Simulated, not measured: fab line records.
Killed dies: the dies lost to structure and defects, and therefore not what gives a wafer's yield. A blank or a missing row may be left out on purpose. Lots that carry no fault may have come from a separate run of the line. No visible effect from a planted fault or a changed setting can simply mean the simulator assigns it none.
2 desks looking at one fault	flow sfq_line	each desk has only its own numbers; what lay behind them comes last

DESK OF THE TOOL OWNER: pvd_sputter-05
The tool's own readings at SFQ_TRILAYER_R5_DEP_SPUTTER_134 (material Ti, target thk 5 nm, time 5 s): means of the sampled wafers that have a number, for each lot that ran on this tool. Marked OUT: a lot whose mean sits more than 4 standard deviations from the usual mean, which makes it out of limits; the brackets give that distance.
Columns: A = chamber_pressure_pa at SFQ_TRILAYER_R5_DEP_SPUTTER_134, usual 0.3999 Pa; B = throttle_valve_pct at SFQ_TRILAYER_R5_DEP_SPUTTER_134, usual 30.0 %
lot	first seen here	A	B
L220	day 49 01:16	0.3999	31.0
L222	day 49 14:52	0.4000	29.7
L224	day 49 22:16	0.3994	29.8
L226	day 50 17:52	0.3995	30.2
This desk found nothing out of limits on any of the 4 lots.

METROLOGY DESK
What the gauges read for every lot (on any tool): the sampled wafers with a number, averaged. Marked OUT: a lot whose mean sits more than 4 standard deviations from the usual mean, which makes it out of limits; the brackets give that distance.
Columns: A = M5_OVL at SFQ_M5_OVL_MEAS_932, usual -4 nm; B = R5_MONX_RS at SFQ_R5_RS_MEAS_933, usual 7.04 ohm/sq
lot	first seen here	A	B
L220	day 47 08:43	4	7.05
L222	day 47 21:55	3	7.11
L224	day 48 03:55	-2	7.01
L226	day 48 23:13	-10	6.99
L234	day 51 08:49	-7	7.10
L237	day 52 01:36	5	7.07
This desk found nothing out of limits on any of the 6 lots.

TAKEN TOGETHER
The tool owner's desk saw nothing out of limits.
The metrology desk saw nothing out of limits.

WHAT THE SIMULATOR HAD INSERTED
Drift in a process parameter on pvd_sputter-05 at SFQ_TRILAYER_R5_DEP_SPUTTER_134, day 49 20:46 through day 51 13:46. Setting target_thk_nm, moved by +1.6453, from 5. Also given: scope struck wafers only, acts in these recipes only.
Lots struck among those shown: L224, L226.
